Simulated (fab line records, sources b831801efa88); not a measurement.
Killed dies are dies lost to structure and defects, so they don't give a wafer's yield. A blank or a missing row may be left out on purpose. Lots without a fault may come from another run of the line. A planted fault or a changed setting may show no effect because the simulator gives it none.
fab line records | flow sky130
record lots=5 wafers=15 last_day=50
route steps=708 shown FIELD_ISO@4
lots that met no fault: from a run of the same line without faults
start_h: hours from the record's first day to the start of the lot's first wafer shown | wait_h: hours since the lot's step before | " the same as in the row above | L1.1+2: a row that stands for several wafers | - no value, or no start given | * or withheld: withheld | < > ~ a bound
route shown NAME@n: a module of which the file shows steps, and the number in the route of the first | usual: mean/standard deviation of fault-free wafers | same: alike in all rows | chamber/n: place in a boat | sites: the reading at each site | _std_site: their standard deviation | _edge_site: outer sites' mean less inner sites' | radius_mm: how far each site lies from the wafer's centre | mask NAME#n: copy n | behind: the tool/chamber that last shaped the wafer | hold: why the lot was held/for how many hours/how that ended | device: the transistor (n, p or np) that didn't switch | end of line: the same wafers' tests at the end of the route | a step without rows: its recipe alone | killed: dies lost to structure and defects at the first sort, not the wafer's yield | map: a wafer's dies, x killed, . not, _ none there
set.NAME: the setting as run; set.NAME@STEP: as run at that earlier step | model.NAME: the simulator's own value behind a step, which no gauge read
lots at some steps of the route; a table a step, a row a wafer
services: from which hour (start_h, from the record's first day; less than 0 if before it) a tool's chamber was out of use, for how many hours, and why
## steps
# step SKY_FIELD_ISO_CVD_03
# recipe material=Si3N4 precursor=DCS/NH3 target_thk_nm=165 temp_c=770 time_s=2830 pressure_mtorr=250
# step SKY_FIELD_ISO_THK_MEAS_04
# recipe reads=Si3N4_of_FIELD_ISO_CVD_03
# usual FIELD_ISO_CVD_03_THK=164.8/1
# columns lot.wafer tool chamber start_h wait_h FIELD_ISO_CVD_03_THK[nm]
L401.1 film_metro-04 - 16.44 0.0 165.6
L401.2 " - " " 164.1
L401.5 " - " " 164.8
L402.3 film_metro-02 - 20.18 0.0 166.0
L402.5 " - " " 164.7
L402.6 " - " " 163.5
L412.1 film_metro-02 - 69.80 0.0 166.1
L412.4 " - " " 164.4
L412.6 " - " " 163.1
L416.2 film_metro-01 - 91.51 0.0 165.0
L416.3 " - " " 164.9
L416.4 " - " " 165.9
L424.1 film_metro-04 - 129.93 0.0 165.3
L424.2 " - " " 166.8
L424.4 " - " " 164.7
# step SKY_FIELD_ISO_DEHYDRATE_05
# recipe temp_c=200 time_s=60
# step SKY_FIELD_ISO_HMDS_06
# recipe prime_time_s=60 prime_temp_c=120
# step SKY_FIELD_ISO_COAT_07
# recipe resist=BARC temp_c=withheld time_s=withheld spin_rpm=3000 resist_thk_nm=60
# step SKY_FIELD_ISO_COAT_08
# recipe resist=KrF-thick spin_rpm=3000 resist_thk_nm=450
# step SKY_FIELD_ISO_SOFTBAKE_09
# recipe temp_c=100 time_s=90 resist=KrF-thick
# step SKY_FIELD_ISO_EXPOSE_10
# recipe mask_id=FOM na=0.68 source_shape=annular sigma_inner=0.4 sigma_outer=0.8 target_cd_nm=150 dose_mj=28
# step SKY_FIELD_ISO_PEB_11
# recipe peb_temp_c=withheld peb_time_s=withheld resist=KrF-thick
# step SKY_FIELD_ISO_DEVELOP_12
# recipe develop_time_s=60 resist=KrF-thick dev_temp_c=21
# step SKY_FIELD_ISO_CD_MEAS_13
# recipe target_cd_nm=150
# usual cd_nm=150.3/1.6
# columns lot.wafer tool chamber start_h wait_h cd_nm
L401.1 cd_sem-02 - 30.29 - 152.4
L401.2 " - " " 150.0
L401.5 " - " " 152.1
L402.3 cd_sem-02 - 34.47 - 148.7
L402.5 " - " " 149.2
L402.6 " - " " 148.6
L412.1 cd_sem-01 - 86.28 - 148.8
L412.4 " - " " 148.7
L412.6 " - " " 149.9
L416.2 cd_sem-01 - 109.51 - 148.9
L416.3 " - " " 149.0
L416.4 " - " " 148.5
L424.1 cd_sem-01 - 149.53 - 151.5
L424.2 " - " " 150.1
L424.4 " - " " 150.3
# step SKY_FIELD_ISO_ETCH_14
# recipe chemistry=N2/H2 target=BARC ion_energy_ev=200 source_w=500 bias_w=100 pressure_mtorr=30 n2_flow_sccm=100 h2_flow_sccm=200 stop_on=SiO2 time_s=45.9 target_depth_a=600
# usual drypump_motor_current_A=5.8/0.39 oes_product_au=0.854/0.0048 run_length_s=74.0/0.37 throttle_valve_pct=13.225/0.0087
# columns lot.wafer tool chamber start_h wait_h drypump_motor_current_A oes_product_au rf_hours_counter_h run_length_s throttle_valve_pct
L401.1 rie_diel-01 2 30.41 0.1 6.2 0.851 5 73.8 13.231
L401.2 " 0 " " 5.5 0.853 102 74.1 13.223
L401.5 " 2 " " 6.1 0.853 - 73.6 13.223
L402.3 rie_diel-04 1 34.55 0.1 5.5 0.851 139 74.4 13.230
L402.5 " 1 " " 5.6 0.855 - 74.4 13.212
L402.6 " 2 " " 6.2 0.852 - 74.5 13.243
L412.1 rie_diel-01 1 86.40 0.1 5.1 0.854 97 74.4 13.220
L412.4 " 2 " " 6.2 0.852 6 73.8 13.229
L412.6 " 3 " " 5.7 0.855 - 74.6 13.232
L416.2 rie_diel-04 3 109.61 0.1 6.1 0.862 56 73.6 13.233
L416.3 " 1 " " 5.5 0.847 140 74.1 13.228
L416.4 " 2 " " 6.2 0.846 84 74.2 13.221
L424.1 rie_diel-03 1 149.65 0.1 5.9 0.854 7 74.1 13.217
L424.2 " 2 " " 6.4 0.858 81 74.2 13.212
L424.4 " 3 " " 5.5 0.861 154 74.2 13.224
# step SKY_FIELD_ISO_ETCH_15
# recipe chemistry=CHF3/O2 target_depth_nm=180 stop_on=Si source_w=600 bias_w=200 pressure_mtorr=40 chf3_flow_sccm=50 O2_flow_sccm=5 time_s=72
# usual drypump_motor_current_A=5.8/0.39 oes_product_au=0.945/0.006 run_length_s=100.2/0.38 throttle_valve_pct=8.843/0.0097
# columns lot.wafer tool chamber start_h wait_h drypump_motor_current_A oes_product_au rf_hours_counter_h run_length_s throttle_valve_pct model.KrF-thick_of_FIELD_ISO_COAT_08.thk_nm
L401.1 rie_diel-01 2 30.45 0.0 6.1 0.947 5 100.1 8.829 233.9
L401.2 " 0 " " 5.5 0.943 102 100.3 8.848 237.3
L401.5 " 2 " " 6.1 0.942 - 99.8 8.838 231.3
L402.3 rie_diel-04 1 34.60 0.0 5.6 0.950 139 100.2 8.851 237.5
L402.5 " 1 " " 5.5 0.948 - 100.1 8.850 237.8
L402.6 " 2 " " 6.2 0.941 - 100.3 8.849 236.9
L412.1 rie_diel-01 1 86.45 0.0 5.2 0.993 97 93.2 8.870 248
L412.4 " 2 " " 6.1 0.943 6 100.2 8.862 231.7
L412.6 " 3 " " 5.7 1.007 - 93.6 8.872 248.9
L416.2 rie_diel-04 3 109.65 0.0 6.1 0.942 56 99.3 8.828 236.6
L416.3 " 1 " " 5.6 0.946 140 100.2 8.845 240.6
L416.4 " 2 " " 6.2 0.949 84 100.7 8.841 235.3
L424.1 rie_diel-03 1 149.70 0.0 5.9 0.948 7 99.6 8.842 238.7
L424.2 " 2 " " 6.3 0.947 81 100.2 8.845 236.8
L424.4 " 3 " " 5.5 0.943 154 99.9 8.853 235.3
# step SKY_FIELD_ISO_STRIP_16
# recipe chemistry=O2/N2 power_w=1400 pressure_mtorr=1500 platen_temp_c=withheld o2_flow_sccm=3000 n2_flow_sccm=300 overash_fraction=0.5
# usual drypump_motor_current_A=5.7/0.33 oes_product_au=0.378/0.0044 strip_time_to_endpoint_s=3.540/0.028
# same overash_fraction=0.5
# columns lot.wafer tool chamber start_h wait_h drypump_motor_current_A oes_product_au rf_hours_counter_h strip_time_to_endpoint_s
L401.1 plasma_asher-03 0 30.51 0.0 6.2 0.381 23 3.529
L401.2 " 1 " " 5.2 0.378 23 3.541
L401.5 " 0 " " 6.2 0.379 - 3.491
L402.3 plasma_asher-04 0 34.69 0.1 5.7 0.376 - 3.540
L402.5 " 0 " " 5.7 0.371 - 3.552
L402.6 " 1 " " 5.7 0.380 - 3.535
L412.1 plasma_asher-02 1 86.50 0.0 6.1 0.386 41 3.678
L412.4 " 1 " " 6.1 0.374 - 3.500
L412.6 " 0 " " 5.3 0.379 - 3.670
L416.2 plasma_asher-04 0 109.71 0.0 5.7 0.374 43 3.552
L416.3 " 1 " " 5.7 0.389 - 3.584
L416.4 " 0 " " 5.7 0.371 - 3.535
L424.1 plasma_asher-03 1 149.75 0.0 5.2 0.385 35 3.583
L424.2 " 0 " " 6.2 0.381 35 3.562
L424.4 " 1 " " 5.2 0.380 - 3.535
# step SKY_FIELD_ISO_ETCH_17
# recipe target_depth_a=3420 mask_material=Si3N4 chemistry=HBr/Cl2/O2 target=Si taper_deg=5 icp_w=600 bias_w=150 pressure_mtorr=15 HBr_flow_sccm=150 Cl2_flow_sccm=40 O2_flow_sccm=6 time_s=97.7
# usual drypump_motor_current_A=6.0/0.34 oes_product_au=0.998/0.0082 run_length_s=126.1/0.36 throttle_valve_pct=25.658/0.01
# columns lot.wafer tool chamber start_h wait_h drypump_motor_current_A oes_product_au rf_hours_counter_h run_length_s throttle_valve_pct
L401.1 rie_si-02 2 30.61 0.1 5.9 1.011 76 125.9 25.660
L401.2 " 0 " " 6.2 1.007 13 126.3 25.655
L401.5 " 2 " " 5.9 0.998 - 125.9 25.644
L402.3 rie_si-02 3 34.75 0.0 6.0 0.986 66 125.7 25.667
L402.5 " 3 " " 6.0 0.995 - 125.7 25.674
L402.6 " 0 " " 6.2 1.003 - 125.8 25.655
L412.1 rie_si-02 3 86.60 0.1 6.0 0.993 67 125.8 25.671
L412.4 " 0 " " 6.3 1.015 13 125.9 25.641
L412.6 " 0 " " 6.3 1.007 - 125.8 25.649
L416.2 rie_si-01 1 109.81 0.1 6.3 0.995 55 126.0 25.668
L416.3 " 0 " " 6.0 1.000 73 126.3 25.646
L416.4 " 3 " " 6.6 0.993 117 126.3 25.653
L424.1 rie_si-01 1 149.85 0.1 6.3 0.979 55 126.0 25.672
L424.2 " 3 " " 6.6 1.007 117 126.4 25.666
L424.4 " 2 " " 5.6 0.985 21 125.5 25.671
## services
# columns tool chamber start_h hours kind
rie_diel-04 - 8.06 2.8 pm
rie_diel-03 - 11.06 0.4 repair
rie_si-01 - 15.78 0.7 repair
rie_diel-03 3 36.12 8.3 repair
rie_diel-03 1 41.05 5.4 repair
rie_diel-04 3 48.30 19.8 repair
rie_diel-03 - 83.62 3.6 repair
plasma_asher-04 - 89.30 3.9 repair
rie_diel-04 1 90.41 9.2 repair
plasma_asher-02 - 108.75 9.0 pm
plasma_asher-02 0 108.75 9.0 vent_cycle
plasma_asher-02 1 108.75 9.0 vent_cycle
rie_diel-01 - 113.39 0.3 repair
plasma_asher-02 0 117.75 - clean
plasma_asher-02 1 117.75 - clean
rie_diel-04 3 121.36 2.9 repair
rie_diel-03 0 138.39 3.4 repair
## key
first_sign step=SKY_FIELD_ISO_ETCH_15 reading=run_length_s direction=down sigmas=18 usual=* struck=*
effect step=SKY_FIELD_ISO_ETCH_15 reading=oes_product_au direction=up sigmas=9.2 usual=0.945 struck=1.000
effect step=SKY_FIELD_ISO_STRIP_16 reading=strip_time_to_endpoint_s direction=up sigmas=4.8 usual=* struck=*
model_effect step=SKY_FIELD_ISO_ETCH_15 value=KrF-thick_of_FIELD_ISO_COAT_08.thk_nm without=232.3 struck=248.4
met_at SKY_FIELD_ISO_ETCH_15
struck_wafers L412.1,L412.6
tester_left_out L412
onset_between 30.45 86.45
fault kind=process_parameter_drift tool=rie_diel-01 chamber=- onset_h=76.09 steps=SKY_FIELD_ISO_ETCH_15 channel=time_s offset=* shape=step end_h=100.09 scope=struck_wafers_only acts_in=* stated=*
# tester_left_out: of these lots the tester's yield and bins aren't shown, on N5 and GAA mostly nor the transistor test; their killed dies are dies lost to structure and defects alone, not to doping, threshold or leakage, so they don't give the yield
